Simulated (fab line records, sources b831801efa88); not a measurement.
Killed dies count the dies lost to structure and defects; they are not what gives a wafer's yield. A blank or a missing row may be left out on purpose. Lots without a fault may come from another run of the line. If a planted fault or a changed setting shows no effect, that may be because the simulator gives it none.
Which tool was responsible? | flow sky130 | 6 lots, 18 wafers sampled, at 1 step of a route of 708

## WHAT EACH GAUGE READ, for each wafer
SKY_VIA2_OVL_MEAS_13.
lot  | measured     | on         | VIA2_OVL (nm)
L604 | day 37 01:41 | overlay-01 | 1 4 -1
L606 | day 37 17:44 | overlay-02 | 8 6 5
L608 | day 38 13:50 | overlay-01 | -7 0 -6
L618 | day 41 08:53 | overlay-01 | -3 8 6
L621 | day 42 04:14 | overlay-02 | 7 3 6
L624 | day 43 03:38 | overlay-02 | -9 1 -6

## WHAT TOOL EACH LOT RAN ON (gives the tool, then ch and the chambers of the sampled wafers, and finally the start)
Before these readings, the record contains no process step.

## THE ANSWER, worked out from the rows above alone
Rule: what is usual is taken from the lots themselves. The widest of any qualifying gaps counts: lots, ordered by their means at a reading, are off when they make up no more than a third of the lots, leave a main group of 4 or more, and stand apart from it by 3 or more times the standard deviation of that group's means. If all means in a main group match to the digits the tables above print for the reading, that group is not used. Also off: a lot with no number at a reading for which 4 or more lots have one. The other lots that the step has rows for count as sound.
Across all readings shown, no lot is off: no conclusion can be drawn from this.

## WHAT THE SIMULATOR PUT IN
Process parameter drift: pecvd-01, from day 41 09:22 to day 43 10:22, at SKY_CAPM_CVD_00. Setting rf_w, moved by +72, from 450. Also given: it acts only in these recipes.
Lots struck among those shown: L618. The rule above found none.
